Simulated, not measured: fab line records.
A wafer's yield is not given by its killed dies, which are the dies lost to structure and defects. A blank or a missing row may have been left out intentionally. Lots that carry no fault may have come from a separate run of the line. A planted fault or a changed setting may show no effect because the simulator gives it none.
Check of tool commonality | flow gf180mcu | 14 lots, 42 wafers sampled

## REASON FOR OPENING
Of 14 lots, 2 have the reading PSD_TW flagged at GF_PSD_TW_MEAS_11. Wafers without a fault read 3149, standard deviation 25.
Rule: a lot is flagged in two cases, either no wafer of it has a number, or all its wafers with numbers fall more than 4 standard deviations from that mean. The other lots count as sound.

lot  | measured     | on            | PSD_TW, wafer by wafer | flag
L646 | day 14 03:08 | film-metro-01 | 3143 3127 3130         |
L647 | day 14 13:34 | film-metro-02 | 3176 3149 3135         |
L648 | day 14 17:44 | film-metro-02 | 3173 3145 3155         |
L649 | day 15 07:19 | film-metro-01 | 3128 3118 3136         |
L650 | day 15 17:04 | film-metro-03 | 3170 3160 3161         |
L651 | day 15 23:21 | film-metro-03 | 3173 3164 3159         |
L654 | day 16 19:43 | film-metro-02 | 3163 3166 3157         |
L655 | day 17 11:12 | film-metro-02 | 3156 3162 3161         |
L658 | day 18 11:56 | film-metro-01 | 3127 3116 3124         |
L660 | day 19 06:54 | film-metro-03 | 4249 4253 4256         | FLAGGED
L661 | day 19 11:16 | film-metro-01 | 4183 4171 4178         | FLAGGED
L663 | day 20 09:40 | film-metro-01 | 3149 3132 3126         |
L664 | day 20 15:46 | film-metro-01 | 3132 3150 3130         |
L669 | day 22 06:53 | film-metro-01 | 3105 3105 3096         |
Average over the flagged lots: 4215; offset from the usual +1066, equal to +43 standard deviations.

## WHICH TOOL EACH LOT WENT THROUGH
The record keeps 1 process step preceding the reading, out of 602 steps on the route. Each cell gives the tool, then ch followed by the chambers the sampled wafers passed through, then the start.
lot  | flag    | GF_NSD_COAT_02
L646 |         | litho-track-02 ch 0, day 12 19:37
L647 |         | litho-track-02 ch 0, day 13 05:26
L648 |         | litho-track-04 ch 0, day 13 10:10
L649 |         | litho-track-03 ch 0, day 13 22:31
L650 |         | litho-track-02 ch 0, day 14 08:01
L651 |         | litho-track-03 ch 0, day 14 13:55
L654 |         | litho-track-03 ch 0, day 15 09:43
L655 |         | litho-track-04 ch 0, day 16 01:46
L658 |         | litho-track-02 ch 0, day 17 01:19
L660 | FLAGGED | litho-track-02, day 17 18:58
L661 | FLAGGED | litho-track-04, day 17 22:56
L663 |         | litho-track-03 ch 0, day 18 21:31
L664 |         | litho-track-02 ch 0, day 19 03:56
L669 |         | litho-track-02 ch 0, day 20 17:40
What these steps do:
- GF_NSD_COAT_02: resist thk 1000 nm.
- GF_PSD_TW_MEAS_11

## FLAGGED OVER TOTAL, TOOL BY TOOL (the gauges that took the reading come last)
step              | tool           | lots run | flagged | share of the flagged lots | sound lots run after its first flagged lot
GF_NSD_COAT_02    | litho-track-02 | 7        | 1       | some                      | 2 (L664,L669)
GF_NSD_COAT_02    | litho-track-03 | 4        | 0       | none                      | -
GF_NSD_COAT_02    | litho-track-04 | 3        | 1       | some                      | 0
GF_PSD_TW_MEAS_11 | film-metro-01  | 7        | 1       | some                      | 3 (L663,L664,L669)
GF_PSD_TW_MEAS_11 | film-metro-02  | 4        | 0       | none                      | -
GF_PSD_TW_MEAS_11 | film-metro-03  | 3        | 1       | some                      | 0

## THE TABLE: WHAT IT ALLOWS
No row of the table ran every flagged lot.

## WHAT THE SIMULATOR HAD PUT IN
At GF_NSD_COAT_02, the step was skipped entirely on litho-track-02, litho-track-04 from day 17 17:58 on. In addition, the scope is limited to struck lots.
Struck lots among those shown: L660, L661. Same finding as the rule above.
